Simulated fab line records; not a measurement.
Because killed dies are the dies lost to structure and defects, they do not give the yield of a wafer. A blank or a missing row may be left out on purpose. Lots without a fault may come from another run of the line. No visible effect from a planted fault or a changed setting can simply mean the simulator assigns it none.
A lot that was struck, set against a sound lot ; flow sky130 ; 18 steps out of a route of 708
Sound: these wafers, L812.2, L812.4, L812.5. Wafers L816.4, L816.5, L816.6 were the ones struck. The cause is named last.
At each step with rows: each side's tool, then ch and its chambers, then its first start. Under that, the readings that differ: sound wafers ; struck wafers ; difference of the means ; sigmas: that difference in standard deviations of wafers without a fault.
alike: readings with means less than 2 such deviations apart, plus words and numbers identical on both sides. not compared: withheld readings, readings lacking a value on some wafer, bounds such as >300 that could conceal the same value, and numbers that have no deviation in the record and whose values overlap.
The two part at a step that has a row with sigmas, a row that says differs or no value, or rows on one side only. Numbers that have no deviation but don't overlap get no sigmas and don't part them. A reading missing from all wafers of one side parts the sides only when that side holds two or more wafers.

SKY_POLY_GATE_ETCH_15: etches BARC in N2/H2, stops on SiO2, time 118.5 s, target depth 110 nm.
  sound on rie_diel-02 ch 2,3, day 19 18:38; struck on rie_diel-03 ch 0,2,3, day 21 18:02
  alike: bias_w, drypump_motor_current_A, oes_product_au, throttle_valve_pct
  not compared: rf_hours_counter_h
SKY_POLY_GATE_ETCH_16: etches Si3N4 in CH3F/O2, stops on poly-Si, time 147.5 s, target depth 75 nm.
  sound on rie_diel-02 ch 2,3, day 19 18:43; struck on rie_diel-03 ch 0,2,3, day 21 18:07
  alike: bias_w, drypump_motor_current_A, oes_product_au, throttle_valve_pct
  not compared: rf_hours_counter_h
SKY_POLY_GATE_ETCH_17: etches poly-Si in HBr/Cl2, stops on SiO2, target depth 180 nm, time 70.5 s.
  sound on rie_si-01 ch 0,1,2, day 19 18:49; struck on rie_si-01 ch 0,1,2, day 21 18:13
  alike: bias_w, drypump_motor_current_A, mfc_cl2_sccm, oes_product_au, throttle_valve_pct
  not compared: rf_hours_counter_h
SKY_POLY_GATE_STRIP_18: strips in O2/N2.
  sound on plasma_asher-01 ch 0,1, day 19 18:52; struck on plasma_asher-01 ch 0,1, day 21 18:19
  alike: drypump_motor_current_A, oes_product_au, strip_time_to_endpoint_s
  not compared: rf_hours_counter_h
then, 2 steps without rows for these wafers: SKY_POLY_GATE_CLEAN_19 (cleans in SC1/SC2, time 150 s); SKY_POLY_GATE_OXIDATION_20 (stabilise 600 s, purge 300 s, target thk 4 nm).
SKY_POLY_GATE_THK_MEAS_21:
  sound on film_metro-04, day 19 20:32; struck on film_metro-01, day 21 19:43
reading;sound;struck;difference;sigmas
POLY_GATE_OXIDATION_THK (nm);3.96 3.92 3.98;4.06 4.08 4.16;+0.15;+2
SKY_POLY_GATE_CD_MEAS_22:
  sound on cd_sem-01, day 19 20:38; struck on cd_sem-02, day 21 19:49
  alike: cd_nm
then, 4 steps without rows for these wafers: SKY_LDD_N_DEHYDRATE_00 (time 60 s); SKY_LDD_N_HMDS_01 (prime time 60 s); SKY_LDD_N_COAT_02 (resist thk 300 nm); SKY_LDD_N_SOFTBAKE_03 (time 60 s).
SKY_LDD_N_EXPOSE_04: exposes mask NTM, target cd 840 nm.
  sound on iline_stepper-01 ch 0, day 20 11:55; struck on iline_stepper-01 ch 0, day 22 10:37
reading;sound;struck;difference;sigmas
model.LDD_N.overlay_x_nm (nm);0.2892 0.2892 0.2892;-49.85 -49.85 -49.85;-50.14;
  alike: mask
then, 2 steps without rows for these wafers: SKY_LDD_N_PEB_05; SKY_LDD_N_DEVELOP_06 (develop time 60 s).
SKY_LDD_N_OVL_MEAS_07:
  sound on overlay-01, day 21 02:58; struck on overlay-01, day 23 01:25
reading;sound;struck;difference;sigmas
LDD_N_OVL (nm);1.2 -0.6 -0.5;-49.2 -51.2 -50.6;-50.4;-42
following that, these wafers have no rows for 1 step: SKY_LDD_N_IMPLANT_08.
-- here the record skips 26 days between the struck wafers' starts before and after, leaving off in module LDD_N and picking up in module PAD_OPEN (first step shown: number 708 of the route) --
SKY_PAD_OPEN_PROBE_99:
  sound on prober-01, day 47 22:05; struck on prober-01, day 49 05:51
  alike: killed_at_M0_to_M3, killed_at_M4_up, killed_at_contacts, killed_at_front_end, killed_at_other, killed_dies, killed_open, killed_short

## WHERE THEY PART
First at SKY_POLY_GATE_THK_MEAS_21; last, within this record, at SKY_LDD_N_OVL_MEAS_07. Later steps at which nothing parts them and some readings are alike: SKY_PAD_OPEN_PROBE_99.

WHY: whatever the simulator had introduced
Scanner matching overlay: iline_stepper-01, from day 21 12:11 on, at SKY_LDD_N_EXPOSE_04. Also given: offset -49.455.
